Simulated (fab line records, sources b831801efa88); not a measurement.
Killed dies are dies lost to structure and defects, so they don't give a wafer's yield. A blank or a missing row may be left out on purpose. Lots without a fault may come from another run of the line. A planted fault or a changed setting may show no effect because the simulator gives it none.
Chamber matching | flow sky130 | SKY_VIA3_CMP_24 on cmp-02: 4 sister chambers
The step polishes, stops on SiO2, t overpolish 20 s, target thk 0 nm. 14 wafers are shown with their chamber, then 7 later ones without.

WAFERS WITH THEIR CHAMBER
wafer  | chamber | motor_current_A (A) | slurry_flow_ml_min | overpolish_run_s (s)
L647.2 | 1       | 10.7                | 149.8              | 20.020
L647.3 | 0       | 11.1                | 149.6              | 20.013
L647.4 | 2       | 9.4                 | 150.1              | 20.000
L648.4 | 1       | 10.2                | 149.5              | 19.973
L648.5 | 0       | 10.4                | 150.5              | 19.995
L648.6 | 1       | 10.8                | 149.9              | 19.992
L652.1 | 2       | 9.0                 | 150.6              | 20.007
L652.4 | 1       | 10.6                | 149.7              | 19.997
L652.6 | 3       | 11.3                | 149.4              | 19.989
L653.1 | 1       | 9.6                 | 149.2              | 19.997
L653.2 | 0       | 11.0                | 149.5              | 20.004
L653.6 | 2       | 9.2                 | 150.3              | 20.003
L655.2 | 1       | 10.6                | 149.8              | 20.006
L655.3 | 2       | 9.2                 | 150.1              | 19.982

SIGNATURES (means of the wafers above)
reading            | chamber 0 | chamber 1 | chamber 2 | chamber 3 | scatter within a chamber
motor_current_A    | 10.833    | 10.417    | 9.200     | 11.300    | 0.371
slurry_flow_ml_min | 149.867   | 149.650   | 150.275   | 149.400   | 0.333
overpolish_run_s   | 20.00400  | 19.99750  | 19.99800  | 19.98900  | 0.0132
Rule: a wafer's distance from a chamber is the root of the sum, over the readings, of the square of ((its reading less the chamber's mean) divided by the reading's scatter). The wafer belongs to the nearest chamber; if the next one is less than 2 further off, it can't be placed. The scatter: the root of (the sum of the squares of (reading less its chamber's mean) over the shown wafers, divided by (wafers less chambers)).

WAFERS WITHOUT THEIR CHAMBER
wafer  | motor_current_A (A) | slurry_flow_ml_min | overpolish_run_s (s)
L655.6 | 11.0                | 150.0              | 19.996
L657.1 | 9.5                 | 150.2              | 20.010
L657.3 | 10.9                | 150.2              | 19.991
L657.5 | 10.5                | 150.2              | 20.010
L660.5 | 9.9                 | 150.3              | 20.001
L660.6 | 10.7                | 149.8              | 20.000
L666.3 | 10.1                | 149.6              | 19.988

WHICH CHAMBER EACH WENT THROUGH
wafer  | from the rows above          | in truth
L655.6 | can't be placed: 0 or 1 or 3 | 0
L657.1 | can't be placed: 2 or 1      | 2
L657.3 | can't be placed: 0 or 1 or 3 | 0
L657.5 | can't be placed: 0 or 1      | 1
L660.5 | can't be placed: 2 or 1 or 0 | 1
L660.6 | can't be placed: 0 or 1 or 3 | 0
L666.3 | can't be placed: 1 or 0      | 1
Placed correctly: 0 of 7. Can't be placed from these rows: 7 (the true chamber is among the candidates in 7). Placed wrongly: 0.
